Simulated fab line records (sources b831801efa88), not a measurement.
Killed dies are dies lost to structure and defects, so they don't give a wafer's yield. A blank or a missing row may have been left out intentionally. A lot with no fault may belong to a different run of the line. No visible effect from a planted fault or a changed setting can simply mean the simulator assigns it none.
A struck lot beside a sound one / flow sky130 / 18 steps out of a route of 708
Sound: the wafers L908.2, L908.4, L908.5. Struck: wafers L909.2, L909.3, L909.6. Last of all comes the cause.
For every step that has rows: the tool of each side, followed by ch and its chambers, followed by its first start. Under that, the readings that differ: sound wafers / struck wafers / difference of the means / sigmas: that difference in standard deviations of wafers without a fault.
alike: words and numbers the same on both sides, and readings whose means are apart by under 2 such deviations; not compared: readings that were withheld, readings missing a value for some wafer, numbers with overlapping values and no deviation given by the record, and bounds like >300 which may hide the same value.
The two part at a step that has a row with sigmas, a row that says differs or no value, or rows on one side only. Numbers that have no deviation but don't overlap get no sigmas and don't part them. Lack of a reading on every wafer of one side parts them only where that side has two or more wafers.

first, 4 steps without rows for these wafers: SKY_PWDE_SOFTBAKE_03; SKY_PWDE_EXPOSE_04 (exposes mask PWDEM, target cd 840 nm); SKY_PWDE_PEB_05; SKY_PWDE_DEVELOP_06 (develop time 60 s).
SKY_PWDE_OVL_MEAS_07:
  sound: overlay-01 at day 6 19:40; struck: overlay-01 at day 7 00:53
  alike: PWDE_OVL
after that, 1 step had no rows for these wafers: SKY_PWDE_IMPLANT_08.
SKY_PWDE_STRIP_09: strips in O2/N2.
  sound on plasmaAsher-03 ch 1, day 6 19:51; struck on plasmaAsher-03 ch 0,1, day 7 01:04
  alike: drypumpMotorCurrentA, oesProductAu, stripTimeToEndpointS
  not compared: rfHoursCounterH
SKY_PWDE_TW_MEAS_10:
  sound: filmMetro-04 at day 6 19:58; struck: filmMetro-02 at day 7 01:10
reading=PWDE_TW; sound=377.8 376.5 376.7; struck=372.5 371.5 372.0; difference=-5.0; sigmas=-2
then, 4 steps without rows for these wafers: SKY_NWELL_DEHYDRATE_03 (time 60 s); SKY_NWELL_HMDS_04 (prime time 60 s); SKY_NWELL_COAT_05 (resist thk 3000 nm); SKY_NWELL_SOFTBAKE_06.
SKY_NWELL_EXPOSE_07: exposes mask NWM, target cd 840 nm.
  sound on ilineStepper-02 ch 0, day 7 05:55; struck on ilineStepper-01 ch 0, day 7 11:21
reading=model.NWELL.overlayXNm (nm); sound=-0.2065 -0.2065 -0.2065; struck=-90.6 -90.6 -90.6; difference=-90.4; sigmas=
  alike: mask, reticleTempC
then, 2 steps without rows for these wafers: SKY_NWELL_PEB_08; SKY_NWELL_DEVELOP_09 (develop time 60 s).
SKY_NWELL_OVL_MEAS_10:
  sound: overlay-01 at day 7 15:23; struck: overlay-02 at day 7 19:53
reading=NWELL_00_OVL (nm); sound=0.0 -1.2 -0.3; struck=-88.6 -88.8 -91.0; difference=-89.0; sigmas=-74
after that, 1 step had no rows for these wafers: SKY_NWELL_IMPLANT_11.
-- the record jumps here: 42 days lie between the struck wafers' starts before and after (it left off in module NWELL and takes up again in module PAD_OPEN, whose first step shown is number 708 of the route) --
SKY_PAD_OPEN_PROBE_99:
  sound: prober-01 at day 48 21:41; struck: prober-01 at day 49 09:35
reading=model.etest.pfet_16v.rOnOhmUm; sound=1.478e+04 1.506e+04 1.472e+04; struck=1.432e+04 1.456e+04 1.398e+04; difference=-5.667e+02; sigmas=
reading=model.etest.nfet_16v.rOnOhmUm; sound=1.36e+04 1.364e+04 1.359e+04; struck=1.313e+04 1.326e+04 1.327e+04; difference=-3.900e+02; sigmas=
reading=model.etest.pfet_16v.driveUaUm; sound=250.3 247.5 251.4; struck=263.2 262 264.4; difference=+13.5; sigmas=
  alike: killed_at_M0_to_M3, killed_at_M4_up, killedAtContacts, killedAtFrontEnd, killedAtOther, killedDies, killedOpen, killedShort
  not compared: model.etest.nfet_16v.driveUaUm

WHERE THEY PART
Last at SKY_NWELL_OVL_MEAS_10 as far as this record goes, first at SKY_PWDE_TW_MEAS_10. Later steps at which nothing parts them and some readings are alike: SKY_PAD_OPEN_PROBE_99.

WHY: whatever the simulator had introduced
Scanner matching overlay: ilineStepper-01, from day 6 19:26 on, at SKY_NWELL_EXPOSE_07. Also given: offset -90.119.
